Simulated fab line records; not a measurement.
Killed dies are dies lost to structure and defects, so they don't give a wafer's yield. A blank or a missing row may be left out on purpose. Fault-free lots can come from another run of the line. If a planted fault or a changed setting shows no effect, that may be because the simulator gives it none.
Comparing a struck lot with a sound one ; flow gf180mcu ; 14 out of 602 route steps
Sound: these wafers, L367.3, L367.4, L367.6. The struck wafers were L356.2, L356.3, L356.5. The cause is named last.
At each step with rows: each side's tool, then ch and its chambers, then its first start. Under that, the readings that differ: sound wafers ; struck wafers ; difference of the means ; sigmas: that difference in standard deviations of wafers without a fault.
alike: words and numbers the same on both sides, and readings whose means are apart by under 2 such deviations; not compared: readings that were withheld, readings missing a value for some wafer, numbers with overlapping values and no deviation given by the record, and bounds like >300 which may hide the same value.
A row with sigmas, a row that says differs or no value, or rows on one side alone: a step with any of these is where the two part. Non-overlapping numbers with no deviation appear without sigmas and do not part them. Lack of a reading on every wafer of one side parts them only where that side has two or more wafers.

GF_V1_THK_MEAS_01:
  sound on film_metro-02 at day 24 12:25; struck on film_metro-02 at day 21 03:40
  alike: V1_CVD_00_THK
GF_V1_CVD_02: deposits SiO2 from TEOS, target thk 850 nm, time 94.851 s.
  sound on pecvd-04 ch 0,2, day 24 12:27; struck on pecvd-02 ch 1,2, day 21 03:43
  alike: heater_power_w, susceptor_temp_C
GF_V1_THK_MEAS_03:
  sound on film_metro-02 at day 24 12:32; struck on film_metro-04 at day 21 03:48
  alike: V1_CVD_02_THK
GF_V1_CMP_04: polishes SiO2.
  sound on cmp-02 ch 1,2, day 24 12:35; struck on cmp-01 ch 0,2,3, day 21 03:57
  alike: motor_current_A, time_to_endpoint_s
GF_V1_BOW_MEAS_05:
  sound on film_metro-04 at day 24 12:55; struck on film_metro-03 at day 21 04:10
  alike: V1_BOW
then, 7 steps without rows for these wafers: GF_V1_DEHYDRATE_06 (time 60 s); GF_V1_HMDS_07 (prime time 60 s); GF_V1_COAT_08; GF_V1_COAT_09 (resist thk 1000 nm); GF_V1_SOFTBAKE_10 (time 60 s); GF_V1_EXPOSE_11 (exposes mask Via1, target cd 260 nm); GF_V1_PEB_12 (peb time 90 s).
GF_V1_DEVELOP_13: develop time 60 s.
  sound on litho_track-02 ch 0, day 25 11:04; struck on litho_track-02, day 22 04:23
  no value came back on the struck wafers for chill_plate_temp_C (C), develop_time_s (s); on the sound wafers chill_plate_temp_C (C) reads 22.96 22.86 23.05
reading;sound;struck;difference;sigmas
model.KrF_of_V1_COAT_09.thk_nm (nm);983.7 981.9 986.3;995.3 996.9 997.5;+12.6;
GF_V1_CD_MEAS_14: target cd 260 nm.
  sound on cd_sem-01 at day 25 11:12; struck on cd_sem-01 at day 22 04:32
reading;sound;struck;difference;sigmas
cd_nm (nm);259.4 259.4 258.6;- - -;no value on the struck wafers;

WHERE THEY PART
First at GF_V1_DEVELOP_13; last, within this record, at GF_V1_CD_MEAS_14.

WHY: what had been put in by the simulator
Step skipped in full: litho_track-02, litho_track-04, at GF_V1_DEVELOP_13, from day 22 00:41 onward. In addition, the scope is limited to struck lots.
